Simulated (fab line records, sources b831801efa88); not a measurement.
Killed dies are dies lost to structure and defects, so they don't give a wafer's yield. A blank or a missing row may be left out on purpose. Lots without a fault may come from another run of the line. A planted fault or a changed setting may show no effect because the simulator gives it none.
Which tool did it? | flow gf180mcu | 7 lots, 21 wafers sampled, at 1 step of a route of 602

WHAT THE GAUGES READ, wafer by wafer
GF_M4_THK_MEAS_06: measures by xrf.
lot  | measured     | on            | M4_ALCU_THK (nm)
L275 | day 22 09:19 | film_metro-02 | 441 441 437
L278 | day 23 19:19 | film_metro-02 | 450 450 449
L280 | day 24 11:27 | film_metro-01 | 445 439 446
L281 | day 25 07:29 | film_metro-04 | 451 454 455
L286 | day 27 06:11 | film_metro-04 | 444 439 444
L294 | day 28 18:08 | film_metro-02 | 450 441 445
L295 | day 29 07:28 | film_metro-01 | 444 442 440

WHICH TOOL RAN EACH LOT (tool, then ch and the chambers of the sampled wafers, then the start)
The record holds no process step before these readings.

THE ANSWER, worked out from the rows above alone
Rule: what is usual is taken from the lots themselves. Put in order of their means at a reading, lots are off if they are a third of the lots or fewer, leave a main group of 4 or more, and stand apart from it by a gap of 3 or more times the standard deviation of the main group's means; of several such gaps the widest counts. A main group whose means are all the same, to the digits that the tables above print for the reading, isn't used. A lot without any number at a reading at which 4 lots or more have one is off too. The other lots that the step has rows for count as sound.
No lot is off at any reading shown: from this, nothing can be told.

WHAT THE SIMULATOR HAD PUT IN
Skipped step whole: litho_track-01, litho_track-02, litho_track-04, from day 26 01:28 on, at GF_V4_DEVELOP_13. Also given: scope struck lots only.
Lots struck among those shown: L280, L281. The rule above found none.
